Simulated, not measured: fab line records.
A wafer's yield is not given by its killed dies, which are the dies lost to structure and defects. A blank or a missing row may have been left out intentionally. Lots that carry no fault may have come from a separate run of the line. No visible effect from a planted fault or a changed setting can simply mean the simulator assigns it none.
Struck lot and sound lot, side by side	flow sky130	16 steps out of a route of 708
Sound: these wafers, L272.1, L272.4, L272.6. Wafers L284.1, L284.2, L284.4 were the ones struck. The cause is named last.
Per side, at each step with rows, come the tool, then ch with its chambers, and then its first start. Under that, the readings that differ: sound wafers	struck wafers	difference of the means	sigmas: that difference in standard deviations of wafers without a fault.
alike: words and numbers the same on both sides, and readings whose means are apart by under 2 such deviations; not compared: readings that were withheld, readings missing a value for some wafer, numbers with overlapping values and no deviation given by the record, and bounds like >300 which may hide the same value.
Wherever a step has rows on one side only, a row that says differs or no value, or a row with sigmas, the two part there. When numbers do not overlap yet have no deviation, they are printed without sigmas and do not part them. A reading that every wafer of one side lacks parts them only if that side has two wafers or more.

SKY_LDD_P_OVL_MEAS_08:
  sound on overlay-02, day 19 01:39; struck on overlay-02, day 24 22:24
  alike: LDD_P_OVL
next, for these wafers, 1 step has no rows: SKY_LDD_P_IMPLANT_09.
SKY_LDD_P_STRIP_10: strips in O2/N2.
  sound on plasmaAsher-02 ch 1, day 19 01:50; struck on plasmaAsher-01 ch 0,1, day 24 22:35
  alike: drypumpMotorCurrentA, oesProductAu, stripTimeToEndpointS
  not compared: rfHoursCounterH
SKY_LDD_P_TW_MEAS_11:
  sound on filmMetro-04, day 19 01:56; struck on filmMetro-04, day 24 22:41
  alike: LDD_P_TW
then, 7 steps without rows for these wafers: SKY_LDD_HVN_DEHYDRATE_00 (time 60 s); SKY_LDD_HVN_HMDS_01 (prime time 60 s); SKY_LDD_HVN_COAT_02 (resist thk 300 nm); SKY_LDD_HVN_SOFTBAKE_03 (time 60 s); SKY_LDD_HVN_EXPOSE_04 (exposes mask HVNTM, target cd 700 nm); SKY_LDD_HVN_PEB_05; SKY_LDD_HVN_DEVELOP_06 (develop time 60 s).
SKY_LDD_HVN_OVL_MEAS_07:
  sound on overlay-01, day 20 08:59; struck on overlay-02, day 26 03:59
  alike: LDD_HVN_OVL
SKY_LDD_HVN_IMPLANT_08:
  sound on implanter-01 ch 0, day 20 09:02; struck on implanter-03 ch 0, day 26 04:01
reading	sound	struck	difference	sigmas
beamOnS (s)	9.93 9.57 10.20	11.79 11.93 12.05	+2.02	+9
doseIonsCm2	2.997e+13 3.002e+13 2.996e+13	3.3105e+14 3.311e+14 3.311e+14	+3.0110e+14	+99 or more
endStationPressureTorr (Torr)	5.05e-06 5.34e-06 5.09e-06	5.71e-06 6.74e-06 6.43e-06	+1.13e-06	+4
faradayCurrentUA	170 176 165	1577 1556 1543	+1388	+99 or more
SKY_LDD_HVN_STRIP_09: strips in O2/N2.
  sound on plasmaAsher-04 ch 0,1, day 20 09:11; struck on plasmaAsher-02 ch 0,1, day 26 04:10
  alike: drypumpMotorCurrentA, oesProductAu, stripTimeToEndpointS
  not compared: rfHoursCounterH
SKY_LDD_HVN_TW_MEAS_10:
  sound on filmMetro-04, day 20 09:17; struck on filmMetro-04, day 26 04:30
reading	sound	struck	difference	sigmas
LDD_HVN_TW	1448 1445 1446	3027 3029 3025	+1581	+99 or more
  not compared: hold
next, for these wafers, 1 step has no rows: SKY_PAD_OPEN_PROBE_99.

WHERE THEY PART
Earliest at SKY_LDD_HVN_IMPLANT_08; latest, in this record, at SKY_LDD_HVN_TW_MEAS_10.

WHY: whatever the simulator had introduced
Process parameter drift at SKY_LDD_HVN_IMPLANT_08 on implanter-03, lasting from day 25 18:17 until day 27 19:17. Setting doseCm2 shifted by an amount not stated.
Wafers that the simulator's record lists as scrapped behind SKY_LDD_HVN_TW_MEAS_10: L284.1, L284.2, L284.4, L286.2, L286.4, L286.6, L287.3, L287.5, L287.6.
